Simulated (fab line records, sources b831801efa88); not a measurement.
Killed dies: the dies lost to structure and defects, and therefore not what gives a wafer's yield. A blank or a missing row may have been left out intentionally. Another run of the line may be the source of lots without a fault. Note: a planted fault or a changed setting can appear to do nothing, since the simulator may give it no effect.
A struck lot beside a sound one | flow sfq-line | 42 out of 325 route steps
Sound: the wafers L617.1, L617.4, L617.6. Struck: wafer L633.1 (left out: L633.5, a lot-mate that was not struck); the cause follows at the end.
Per side, at each step with rows, come the tool, then ch with its chambers, and then its first start. Under that, the readings that differ: sound wafers | struck wafers | difference of the means | sigmas: that difference in standard deviations of wafers without a fault.
alike: same words and numbers on both sides, and readings whose means sit less than 2 such deviations apart. not compared: any withheld reading, any reading some wafer has no value for, any bound like >300 that may hide the same value, and any number with overlapping values for which the record gives no deviation.
The two part at a step that has a row with sigmas, a row that says differs or no value, or rows on one side only. Numbers that have no deviation but don't overlap get no sigmas and don't part them. A reading missing from all wafers of one side parts the sides only when that side holds two or more wafers.

first, 2 steps without rows for these wafers: SFQ_TRILAYER_C5_LITHO_PEB_154 (peb time 60 s); SFQ_TRILAYER_C5_LITHO_DEVELOP_153 (time 60 s).
SFQ_C5_OVL_MEAS_937:
  sound on overlay-02 at day 52 21:53; struck on overlay-01 at day 70 02:52
  alike: C5_OVL
SFQ_TRILAYER_C5_BARC_OPEN_VIA_ETCH_210: etches BARC in O2, target depth 125 nm, time 41.7 s.
  sound on rie-diel-01 ch 2,3, day 52 21:56; struck on rie-diel-03 ch 2, day 70 02:55
  reading                     | sound             | struck | difference | sigmas
  drypump-motor-current-A (A) | 5.1 4.9 5.1       | 6.4    | +1.4       | +2
  oes-product-au (a.u.)       | 0.690 0.695 0.689 | 0.680  | -0.011     | -3
  not compared: rf-hours-counter-h
then, 5 steps without rows for these wafers: SFQ_TRILAYER_C5_ETCH_VIA_ETCH_154 (etches SiO2 in CHF3, stops on Nb, target depth 84 nm); SFQ_TRILAYER_C5_STRIP_STRIP_155 (strips in O2); SFQ_TRILAYER_C5_STRIP_SOLV_CLEAN_156 (cleans in NMP, time 600 s); SFQ_TRILAYER_M6_DEP_PRE_CLEAN_158 (time 22.5 s); SFQ_TRILAYER_M6_DEP_SPUTTER_157 (material Nb, target thk 200 nm, time 133.3 s).
SFQ_M6_RS_MEAS_938: uses a four-point probe to measure.
  sound on film-metro-03 at day 52 22:56; struck on film-metro-02 at day 70 04:04
  alike: M6_NB_RS
then, 1 step without rows for these wafers: SFQ_TRILAYER_M6_LITHO_COAT_164 (resist thk 62 nm).
SFQ_TRILAYER_M6_LITHO_COAT_159: resist thk 600 nm.
  sound on litho-track-02 ch 0, day 52 23:25; struck on litho-track-04 ch 0, day 70 04:33
  reading                                             | sound             | struck | difference | sigmas
  model.KrF_of_TRILAYER_M6_LITHO_COAT_159.thk-nm (nm) | 603.6 602.5 603.5 | 632.8  | +29.6      |
  alike: exhaust-pa
then, 4 steps without rows for these wafers: SFQ_TRILAYER_M6_LITHO_SOFTBAKE_163; SFQ_TRILAYER_M6_LITHO_EXPOSE_160 (exposes mask M6, target cd 500 nm); SFQ_TRILAYER_M6_LITHO_PEB_162 (peb time 60 s); SFQ_TRILAYER_M6_LITHO_DEVELOP_161 (time 60 s).
-- the record jumps here: 3 days lie between the struck wafers' starts before and after --
SFQ_M6_OVL_MEAS_940:
  sound on overlay-02 at day 58 03:06; struck on overlay-02 at day 73 04:11
  alike: M6_OVL
then, 1 step without rows for these wafers: SFQ_TRILAYER_M6_BARC_OPEN_METAL_ETCH_206 (etches BARC in O2, target depth 125 nm, time 41.7 s).
SFQ_TRILAYER_M6_ETCH_METAL_ETCH_162: etches Nb in Cl2/Ar, stops on SiO2, target depth 240 nm, time 120 s.
  sound on rie-metal-04 ch 0,1, day 58 03:12; struck on rie-metal-01 ch 0, day 73 04:17
  reading                                             | sound             | struck | difference | sigmas
  model.KrF_of_TRILAYER_M6_LITHO_COAT_159.thk-nm (nm) | 388.3 386.9 384.7 | 408.6  | +22.0      |
  alike: drypump-motor-current-A, oes-product-au
  not compared: rf-hours-counter-h
then, 3 steps without rows for these wafers: SFQ_TRILAYER_M6_STRIP_STRIP_163 (strips in O2); SFQ_TRILAYER_M6_STRIP_SOLV_CLEAN_164 (cleans in NMP, time 600 s); SFQ_TRILAYER_I6_DEP_PECVD_165 (deposits SiO2 from SiH4/N2O, time 111.11 s, target thk 500 nm).
SFQ_TRILAYER_I6_CMP_CMP_166: polishes SiO2.
  sound on cmp-02 ch 2,3, day 58 16:32; struck on cmp-02 ch 3, day 73 16:05
  alike: motor-current-A, slurry-flow-ml-min, time-to-endpoint-s
SFQ_I6_BOW_MEAS_941:
  sound on film-metro-01 at day 58 19:32; struck on film-metro-03 at day 73 18:05
  alike: I6_BOW
SFQ_TRILAYER_I6_METRO_MEASURE_167:
  sound on film-metro-01 at day 58 19:40; struck on film-metro-03 at day 73 18:12
  alike: thk-nm
then, 6 steps without rows for these wafers: SFQ_TRILAYER_I6_VIA_LITHO_COAT_174 (resist thk 62 nm); SFQ_TRILAYER_I6_VIA_LITHO_COAT_169 (resist thk 650 nm); SFQ_TRILAYER_I6_VIA_LITHO_SOFTBAKE_173; SFQ_TRILAYER_I6_VIA_LITHO_EXPOSE_170 (exposes mask I6, target cd 700 nm); SFQ_TRILAYER_I6_VIA_LITHO_PEB_172 (peb time 60 s); SFQ_TRILAYER_I6_VIA_LITHO_DEVELOP_171 (time 60 s).
SFQ_I6_OVL_MEAS_942:
  sound on overlay-02 at day 62 21:42; struck on overlay-02 at day 74 03:06
  alike: I6_OVL
then, 1 step without rows for these wafers: SFQ_TRILAYER_I6_VIA_BARC_OPEN_VIA_ETCH_235 (etches BARC in O2, target depth 125 nm, time 41.7 s).
SFQ_TRILAYER_I6_VIA_ETCH_VIA_ETCH_172: etches SiO2 in CHF3, stops on Nb, target depth 260 nm.
  sound on rie-diel-01 ch 1,3, day 62 21:46; struck on rie-diel-01 ch 1, day 74 03:11
  alike: drypump-motor-current-A, oes-product-au
SFQ_TRILAYER_I6_VIA_STRIP_STRIP_173: strips in O2.
  sound on rie-metal-01 ch 0,1, day 62 21:53; struck on rie-metal-04 ch 0, day 74 03:17
  reading                     | sound          | struck | difference | sigmas
  drypump-motor-current-A (A) | 5.78 5.72 5.75 | 6.32   | +0.57      | +3
  alike: oes-product-au, platen-temp-c
  not compared: rf-hours-counter-h
then, 3 steps without rows for these wafers: SFQ_TRILAYER_I6_VIA_STRIP_SOLV_CLEAN_174 (cleans in NMP, time 600 s); SFQ_TRILAYER_M7_DEP_PRE_CLEAN_176 (time 22.5 s); SFQ_TRILAYER_M7_DEP_SPUTTER_175 (material Nb, target thk 200 nm, time 133.3 s).
SFQ_M7_RS_MEAS_943: uses a four-point probe to measure.
  sound on film-metro-01 at day 62 22:48; struck on film-metro-01 at day 74 04:11
  alike: M7_NB_RS
then, 1 step without rows for these wafers: SFQ_TRILAYER_M7_LITHO_COAT_182 (resist thk 62 nm).
-- the record jumps here: 7 days lie between the struck wafers' starts before and after --
SFQ_M8_RS_MEAS_949: uses a four-point probe to measure.
  sound on film-metro-03 at day 70 13:11; struck on film-metro-02 at day 81 06:21
  reading           | sound                | struck | difference | sigmas
  M8_AU_RS (ohm/sq) | 0.1559 0.1585 0.1564 | 0.1525 | -0.0044    | -2
  not compared: hold
SFQ_M8_THK_MEAS_950: measures by xrf.
  sound on film-metro-03 at day 70 13:19; struck on film-metro-02 at day 81 07:41
  alike: M8_AU_THK
  not compared: hold

WHERE THEY PART
At SFQ_TRILAYER_C5_BARC_OPEN_VIA_ETCH_210 first; at SFQ_M8_RS_MEAS_949 last (within this record only). Later steps at which nothing parts them and some readings are alike: SFQ_M8_THK_MEAS_950.

WHY: what had been put in by the simulator
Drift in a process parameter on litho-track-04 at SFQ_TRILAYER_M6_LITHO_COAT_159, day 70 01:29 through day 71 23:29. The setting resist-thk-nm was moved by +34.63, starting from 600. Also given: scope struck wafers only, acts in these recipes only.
